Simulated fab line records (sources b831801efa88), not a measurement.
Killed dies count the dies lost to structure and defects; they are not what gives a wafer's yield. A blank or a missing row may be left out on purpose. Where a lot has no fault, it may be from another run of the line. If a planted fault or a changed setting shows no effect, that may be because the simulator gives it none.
Chamber matching / flow sky130 / SKY_CONTACT_CMP_04 on cmp-02: 4 sister chambers
The step polishes SiO2. 14 wafers are shown with their chamber, then 7 later ones without.

EACH WAFER AND ITS CHAMBER
wafer=L171.2; chamber=2; motorCurrentA (A)=10.3; retainingRingPressureFrac=1.001; timeToEndpointS (s)=86
wafer=L171.3; chamber=3; motorCurrentA (A)=12.1; retainingRingPressureFrac=0.999; timeToEndpointS (s)=81
wafer=L171.6; chamber=0; motorCurrentA (A)=12.8; retainingRingPressureFrac=1.001; timeToEndpointS (s)=78
wafer=L173.1; chamber=0; motorCurrentA (A)=12.7; retainingRingPressureFrac=0.998; timeToEndpointS (s)=76
wafer=L173.2; chamber=1; motorCurrentA (A)=10.8; retainingRingPressureFrac=1.004; timeToEndpointS (s)=79
wafer=L173.5; chamber=3; motorCurrentA (A)=11.5; retainingRingPressureFrac=0.993; timeToEndpointS (s)=80
wafer=L174.3; chamber=0; motorCurrentA (A)=12.6; retainingRingPressureFrac=0.996; timeToEndpointS (s)=80
wafer=L174.4; chamber=3; motorCurrentA (A)=11.7; retainingRingPressureFrac=0.995; timeToEndpointS (s)=83
wafer=L174.5; chamber=1; motorCurrentA (A)=11.3; retainingRingPressureFrac=1.000; timeToEndpointS (s)=83
wafer=L176.1; chamber=0; motorCurrentA (A)=11.9; retainingRingPressureFrac=1.002; timeToEndpointS (s)=74
wafer=L176.2; chamber=2; motorCurrentA (A)=10.6; retainingRingPressureFrac=0.996; timeToEndpointS (s)=82
wafer=L176.5; chamber=2; motorCurrentA (A)=10.2; retainingRingPressureFrac=0.995; timeToEndpointS (s)=77
wafer=L180.1; chamber=3; motorCurrentA (A)=11.7; retainingRingPressureFrac=1.000; timeToEndpointS (s)=79
wafer=L180.3; chamber=1; motorCurrentA (A)=11.2; retainingRingPressureFrac=1.006; timeToEndpointS (s)=77

SIGNATURES (means of the wafers above)
reading=motorCurrentA; chamber 0=12.500; chamber 1=11.100; chamber 2=10.367; chamber 3=11.750; scatter within a chamber=0.303
reading=retainingRingPressureFrac; chamber 0=0.99925; chamber 1=1.00333; chamber 2=0.99733; chamber 3=0.99675; scatter within a chamber=0.00308
reading=timeToEndpointS; chamber 0=77.00; chamber 1=79.67; chamber 2=81.67; chamber 3=80.75; scatter within a chamber=2.97
Rule: a wafer lies at a distance from a chamber equal to the root of the sum of squares, over the readings, of (its reading less the chamber's mean, divided by the reading's scatter). If the next closest chamber is less than 2 further off than the closest, the wafer can't be placed; otherwise it belongs to the closest. How the scatter is found: for the shown wafers, subtract from each reading the mean of its chamber, square and add these, divide the total by (wafers less chambers), then take the root.

WAFERS MISSING THEIR CHAMBER
wafer=L180.5; motorCurrentA (A)=11.8; retainingRingPressureFrac=1.004; timeToEndpointS (s)=79
wafer=L188.1; motorCurrentA (A)=10.5; retainingRingPressureFrac=0.998; timeToEndpointS (s)=89
wafer=L188.3; motorCurrentA (A)=10.8; retainingRingPressureFrac=1.007; timeToEndpointS (s)=83
wafer=L188.5; motorCurrentA (A)=11.7; retainingRingPressureFrac=1.003; timeToEndpointS (s)=89
wafer=L189.2; motorCurrentA (A)=11.3; retainingRingPressureFrac=0.994; timeToEndpointS (s)=84
wafer=L189.4; motorCurrentA (A)=10.6; retainingRingPressureFrac=1.007; timeToEndpointS (s)=82
wafer=L189.5; motorCurrentA (A)=11.2; retainingRingPressureFrac=0.990; timeToEndpointS (s)=88

THE CHAMBER EACH PASSED THROUGH
wafer=L180.5; from the rows above=can't be placed: 1 or 3 or 0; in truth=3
wafer=L188.1; from the rows above=can't be placed: 2 or 1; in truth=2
wafer=L188.3; from the rows above=can't be placed: 1 or 2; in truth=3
wafer=L188.5; from the rows above=can't be placed: 3 or 1 or 0 or 2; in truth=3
wafer=L189.2; from the rows above=can't be placed: 3 or 2 or 1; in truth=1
wafer=L189.4; from the rows above=can't be placed: 1 or 2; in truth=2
wafer=L189.5; from the rows above=can't be placed: 3 or 2 or 1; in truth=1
Correctly placed: 0 of 7. Can't be placed from these rows: 7 (the true chamber is among the candidates in 6). Wrongly placed: 0.
